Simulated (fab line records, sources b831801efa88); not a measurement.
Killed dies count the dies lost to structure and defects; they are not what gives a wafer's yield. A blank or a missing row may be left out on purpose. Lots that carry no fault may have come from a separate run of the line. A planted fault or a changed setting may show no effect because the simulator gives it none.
One fault seen from 2 desks :: flow gf180mcu :: only its own numbers are on each desk; what lay behind them is given at the end

## THE METROLOGY DESK
What the gauges read, lot by lot, whatever tool the lot ran on: means of the sampled wafers that have a number. A lot is out of limits, marked OUT, if its mean lies more than 4 standard deviations from the usual mean; the brackets give that distance.
Columns: A = HV_LDD_2_TW at GF_HV_LDD_TW_MEAS_23, usual 1057; B = CONTACT_OVL at GF_CONTACT_OVL_MEAS_15, usual -2 nm
lot: L522
first seen here: day 11 07:53
A: 1062
B: 0

lot: L523
first seen here: day 11 19:00
A: 1080
B: -7

lot: L524
first seen here: day 11 23:49
A: 1076
B: -3

lot: L525
first seen here: day 12 04:12
A: 1079
B: 5

lot: L526
first seen here: day 12 06:30
A: 1061
B: -6

lot: L527
first seen here: day 12 16:08
A: 1061
B: 2

lot: L530
first seen here: day 14 02:50
A: 1070
B: -2

lot: L531
first seen here: day 14 04:14
A: 1025
B: -9

lot: L535
first seen here: day 15 08:33
A: 1023
B: 3

lot: L539
first seen here: day 16 09:53
A: 963 (-4.7) OUT
B: -3

lot: L541
first seen here: day 17 03:53
A: 973 (-4.2) OUT
B: -6

lot: L542
first seen here: day 17 11:44
A: 1027
B: -2

lot: L544
first seen here: day 18 01:53
A: 1065
B: -5
This desk's result: L539, L541 out of limits, first on L539 (HV_LDD_2_TW at GF_HV_LDD_TW_MEAS_23), day 16 09:53. L522, L523, L524, L525, L526, L527, L530, L531, L535, L542, L544: within limits.

## AT THE TOOL OWNER'S DESK: implanter-01
GF_HV_LDD_IMPLANT_21, tool's own readings: per-lot mean of the sampled wafers with a number, covering each lot this tool ran. A lot is out of limits, marked OUT, if its mean lies more than 4 standard deviations from the usual mean; the brackets give that distance.
Columns: A = beam on s at GF_HV_LDD_IMPLANT_21, usual 9.97 s; B = dose ions cm2 at GF_HV_LDD_IMPLANT_21, usual 4.998e+13; C = faraday current uA at GF_HV_LDD_IMPLANT_21, usual 283; D = tilt deg at GF_HV_LDD_IMPLANT_21, usual 6.997 degrees
lot: L523
first seen here: day 11 18:46
A: 10.17
B: 4.995e+13
C: 277
D: 7.044

lot: L525
first seen here: day 12 03:57
A: 10.16
B: 4.998e+13
C: 278
D: 7.000

lot: L526
first seen here: day 12 06:17
A: 9.94
B: 5.000e+13
C: 283
D: 6.994

lot: L535
first seen here: day 15 08:20
A: 10.13
B: 4.995e+13
C: 279
D: 6.987

lot: L539
first seen here: day 16 09:38
A: 8.37 (-8.4) OUT
B: 4.993e+13
C: 336 (+10) OUT
D: 6.996

lot: L541
first seen here: day 17 03:38
A: 8.23 (-9.2) OUT
B: 4.994e+13
C: 342 (+11) OUT
D: 7.023
This desk's verdict: out of limits on L539, L541, starting with L539 at day 16 09:38 (beam on s at GF_HV_LDD_IMPLANT_21). L523, L525, L526, L535: within limits.

## ALL TOGETHER
The tool owner's desk could have raised an alarm at day 16 09:38, on L539, L541.
An alarm was possible from the metrology desk at day 16 09:53, on L539, L541.
On implanter-01, each named lot ran GF_HV_LDD_IMPLANT_21.

## WHAT WAS PUT IN BY THE SIMULATOR
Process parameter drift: implanter-01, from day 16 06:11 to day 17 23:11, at GF_HV_LDD_IMPLANT_21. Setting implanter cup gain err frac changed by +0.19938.
Struck lots among those shown: L539, L541.
Fault start to first reading out of limits, in hours, per desk: tool owner, 3; metrology, 4.
